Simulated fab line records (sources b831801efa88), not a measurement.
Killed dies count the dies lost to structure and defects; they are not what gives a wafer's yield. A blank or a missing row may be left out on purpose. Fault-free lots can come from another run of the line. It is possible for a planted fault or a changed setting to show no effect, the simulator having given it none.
Comparing a struck lot with a sound one    flow sky130    17 steps out of a route of 708
Sound: wafers L263.2, L263.3, L263.4. Struck: wafer L254.3. (L254.5 of the same lot was not struck and is left out.) The cause comes at the end.
Each step with rows lists, per side, the tool, then ch with its chambers, then its first start. Under that, the readings that differ: sound wafers    struck wafers    difference of the means    sigmas: that difference in standard deviations of wafers without a fault.
alike: same words and numbers on both sides, and readings whose means sit less than 2 such deviations apart. not compared: any withheld reading, any reading some wafer has no value for, any bound like >300 that may hide the same value, and any number with overlapping values for which the record gives no deviation.
A row with sigmas, a row that says differs or no value, or rows on one side alone: a step with any of these is where the two part. Numbers that have no deviation but don't overlap get no sigmas and don't part them. A reading that every wafer of one side lacks parts them only if that side has two wafers or more.

first, 3 steps without rows for these wafers: SKY_VIA1_EXPOSE_09 (exposes mask VIM, target cd 150 nm); SKY_VIA1_PEB_10; SKY_VIA1_DEVELOP_11 (develop time 60 s).
SKY_VIA1_CD_MEAS_12: the cd target is 150 nm.
  sound on cdSem-01, day 38 14:26; struck on cdSem-02, day 35 19:55
  alike: cdNm
SKY_VIA1_OVL_MEAS_13:
  sound on overlay-02, day 38 14:33; struck on overlay-02, day 35 20:00
  alike: VIA1_OVL
SKY_VIA1_ETCH_14: etches BARC in N2/H2, stops on SiO2, time 45.9 s, target depth 60 nm.
  sound on rieDiel-02 ch 0,1,3, day 38 14:35; struck on rieDiel-01 ch 3, day 35 20:02
reading              sound    struck  difference  sigmas
rfHoursCounterH (h)  14 18 5  23      +11         
  alike: drypumpMotorCurrentA, oesProductAu, rfFwdPowerW, throttleValvePct
SKY_VIA1_ETCH_15: etches SiO2 in C4F8/O2/Ar, stops on TiN, target depth 351 nm, time 54 s.
  sound on rieDiel-02 ch 0,1,3, day 38 14:37; struck on rieDiel-01 ch 3, day 35 20:04
reading              sound    struck  difference  sigmas
rfHoursCounterH (h)  14 18 5  23      +11         
  alike: oesProductAu, rfFwdPowerW
SKY_VIA1_STRIP_16: strips in O2/N2.
  sound on plasmaAsher-02 ch 0,1, day 38 14:40; struck on plasmaAsher-02 ch 1, day 35 20:09
  alike: drypumpMotorCurrentA, o2FlowSccm, oesProductAu, stripTimeToEndpointS
  not compared: rfHoursCounterH
then, 3 steps without rows for these wafers: SKY_VIA1_STRIP_17 (strips in post etch residue remover, time 1200 s); SKY_VIA1_CLEAN_18 (cleans in IPA, time 180 s); SKY_VIA1_CLEAN_19 (cleans in O3/DIW).
SKY_VIA1_SPUTTER_20: material TiN, target thk 20 nm, time 80 s.
  sound on pvdSputter-03, day 38 15:16; struck on pvdSputter-01, day 35 20:43
  alike: throttleValvePct
SKY_VIA1_CVD_21: deposits W, target thk 270 nm, time 80.902 s.
  sound on cvdW-01 ch 0,1, day 38 15:20; struck on cvdW-02 ch 0, day 35 20:48
reading                            sound              struck  difference  sigmas
model.W_of_VIA1_CVD_21.thkNm (nm)  274.7 269.6 270.2  252.6   -18.9       
  alike: heaterPowerW
SKY_VIA1_RS_MEAS_22: measurement is done with a four-point probe.
  sound on filmMetro-03, day 38 15:27; struck on filmMetro-04, day 35 20:54
reading             sound              struck  difference  sigmas
VIA1_W_RS (ohm/sq)  0.419 0.428 0.427  0.456   +0.031      +9
SKY_VIA1_THK_MEAS_23: measures by xrf.
  sound on filmMetro-03, day 38 15:34; struck on filmMetro-04, day 35 21:00
reading          sound        struck  difference  sigmas
VIA1_W_THK (nm)  265 259 259  240     -21         -6
SKY_VIA1_CMP_24: polishes, stops on SiO2, t overpolish 15 s, target thk 0 nm.
  sound on cmp-02 ch 1,2,3, day 38 15:40; struck on cmp-01 ch 2, day 35 21:02
  alike: edgeZonePressureFrac, motorCurrentA
-- the record jumps here: 12 days lie between the struck wafers' starts before and after (it left off in module VIA1 and takes up again in module PAD_OPEN, whose first step shown is number 708 of the route) --
SKY_PAD_OPEN_PROBE_99:
  only the struck wafers here have rows in the record (prober-02, day 47 09:43); the sound ones have none

== WHERE THEY PART ==
At SKY_VIA1_RS_MEAS_22 first; at SKY_PAD_OPEN_PROBE_99 last (within this record only).

WHY: what had been put in by the simulator
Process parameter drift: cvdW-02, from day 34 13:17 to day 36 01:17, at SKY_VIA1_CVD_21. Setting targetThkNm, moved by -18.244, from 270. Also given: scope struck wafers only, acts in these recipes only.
